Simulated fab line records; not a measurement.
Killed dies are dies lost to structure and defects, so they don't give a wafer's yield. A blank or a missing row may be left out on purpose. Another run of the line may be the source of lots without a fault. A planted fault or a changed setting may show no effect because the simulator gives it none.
Code-filled problem report in 8D (eight disciplines) form :: flow sky130 :: the parts of the form that need people (team, actions taken, sign-off) are left out

## 1. PROBLEM STATEMENT
Across 4 wafers from 2 lots, VIA3_OVL at SKY_VIA3_OVL_MEAS_13 averages 80 nm, while fault-free wafers read 0 nm with a standard deviation of 5.9. Measured from the usual mean, that is +14 standard deviations.
The first sign was on wafer L335.3 at day 44 09:04, on overlay-02. At this step, 34 wafers from 12 lots have a number in the record. By rule, "out" or "out of limits" means more than 4 standard deviations away from the usual mean. The rest of the wafers with a number are treated as sound.

## 2. WHAT IT IS; WHAT IT IS NOT
question: which readings at this step
is: VIA3_OVL
is not: -

question: which lots
is: L334, L335
is not: L323, L326, L328, L329, L332, L333, L336, L337, L343, L345

question: which wafers of those lots
is: all that have a number
is not: -

question: read on which gauges
is: overlay-02
is not: overlay-01

question: when
is: from day 44 09:04
is not: up to then (18 sound wafers); but 12 sound wafers of L336, L337, L343, L345 came after

## 3. THE SUSPECTS, EACH WITH WHAT RULES IT OUT
Counting: a tool at any process step up to the reading remains a suspect when it ran all the lots that are out and ran no sound lot after the first of those.
- the gauge at SKY_VIA3_OVL_MEAS_13: kept. All the wafers that are out were read on overlay-02, and no step on other tools shows them out.
- cmp-01 at SKY_VIA2_CMP_02 (polishes SiO2): ruled out as a lasting fault. Following L335 (day 40 04:02), the first lot on it that is out, the sound lots L336, L343, L345 were run on it.
- krf scanner-02 at SKY_VIA3_EXPOSE_09 (exposes mask VIM3, target cd 200 nm): kept. All lots that are out passed through it, beginning with L335 at day 43 21:35, and no sound lot followed; its final sound lot before that point was L328 at day 42 03:17.
The count leaves overlay-02 at SKY_VIA3_OVL_MEAS_13 and krf scanner-02 at SKY_VIA3_EXPOSE_09.

## 4. THE CAUSE (what the simulator had put in)
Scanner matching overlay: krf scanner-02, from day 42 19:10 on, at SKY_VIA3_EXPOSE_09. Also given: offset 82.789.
After counting, 2 suspects remain, this tool included.

## 5. THE EFFECT CHAIN, in route order
One row per reading whose mean, taken over the struck wafers that have a number, lies over 3 standard deviations from the usual. Readings are gone through only where the record gives a usual standard deviation; hours: the median, over the lots, of the time from a lot's start at the first step in this table giving one to that lot's start at this step; sigmas: the change measured in usual standard deviations.
hours: 0
step: SKY_VIA3_OVL_MEAS_13
reading: VIA3_OVL
usual: 0 nm
on struck wafers: 80
change: +80
sigmas: +14
Later steps that measure or inspect, where all struck wafers having a row at the step show a number for every such reading and not one has moved that far: SKY_VIA3_THK_MEAS_23.

## 6. WHAT WOULD HAVE CAUGHT IT SOONER
Counted from the fault's start at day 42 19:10, it took 38 hours until the first out-of-limits reading at a measuring or inspecting step in this record, taken at day 44 09:04.
Tool readings at SKY_VIA3_EXPOSE_09 with a usual standard deviation given in the record: none out on any struck wafer, hence no alarm at a limit of 4 standard deviations on them.
Each of the lots that are out, 2 in all, had begun SKY_VIA3_EXPOSE_09 on krf scanner-02 no later than day 44 09:04. Holding the tool at that point would not have protected any of them.
